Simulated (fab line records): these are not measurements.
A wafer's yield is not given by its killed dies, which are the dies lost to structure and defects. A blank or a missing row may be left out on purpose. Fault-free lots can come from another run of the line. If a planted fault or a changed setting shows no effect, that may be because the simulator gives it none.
Chamber matching :: flow gf180mcu :: 4 sister chambers for GF_V4_ETCH_17 on rie_diel-03
The step etches SiO2 in C4F8/O2/Ar, stops on TiN, target depth 630 nm. 4 wafers are shown with their chamber, then 7 later ones without.

EACH WAFER AND ITS CHAMBER
wafer: L170.5
chamber: 2
oes_product_au (a.u.): 0.855

wafer: L172.2
chamber: 3
oes_product_au (a.u.): 0.864

wafer: L172.6
chamber: 1
oes_product_au (a.u.): 0.849

wafer: L182.5
chamber: 0
oes_product_au (a.u.): 0.849

WAFERS MISSING THEIR CHAMBER
wafer: L182.6
oes_product_au (a.u.): 0.862

wafer: L183.1
oes_product_au (a.u.): 0.864

wafer: L183.2
oes_product_au (a.u.): 0.855

wafer: L183.5
oes_product_au (a.u.): 0.863

wafer: L186.1
oes_product_au (a.u.): 0.862

wafer: L186.5
oes_product_au (a.u.): 0.844

wafer: L186.6
oes_product_au (a.u.): 0.855

WHICH CHAMBER EACH ONE RAN IN
wafer: L182.6
from the rows above: 3
in truth: 3

wafer: L183.1
from the rows above: 3
in truth: 3

wafer: L183.2
from the rows above: 2
in truth: 2

wafer: L183.5
from the rows above: 3
in truth: 3

wafer: L186.1
from the rows above: 3
in truth: 3

wafer: L186.5
from the rows above: can't be placed: 0 or 1
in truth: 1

wafer: L186.6
from the rows above: 2
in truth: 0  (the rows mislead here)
Placed correctly: 5 of 7. Unplaceable from these rows: 1, with the true chamber sitting among the candidates in 1. 1 placed wrongly.
How it was worked out, from the rows above alone: a wafer's distance from a chamber is the root of the sum, over the readings, of the square of ((its reading less the chamber's mean) divided by the reading's scatter). The wafer belongs to the nearest chamber; if the next one is less than 2 further off, it can't be placed. A chamber's mean is the mean of its shown wafers. The scatter (one wafer shown for each chamber): square how far every hidden wafer sits from the nearest shown wafer, average those squares and take the square root.
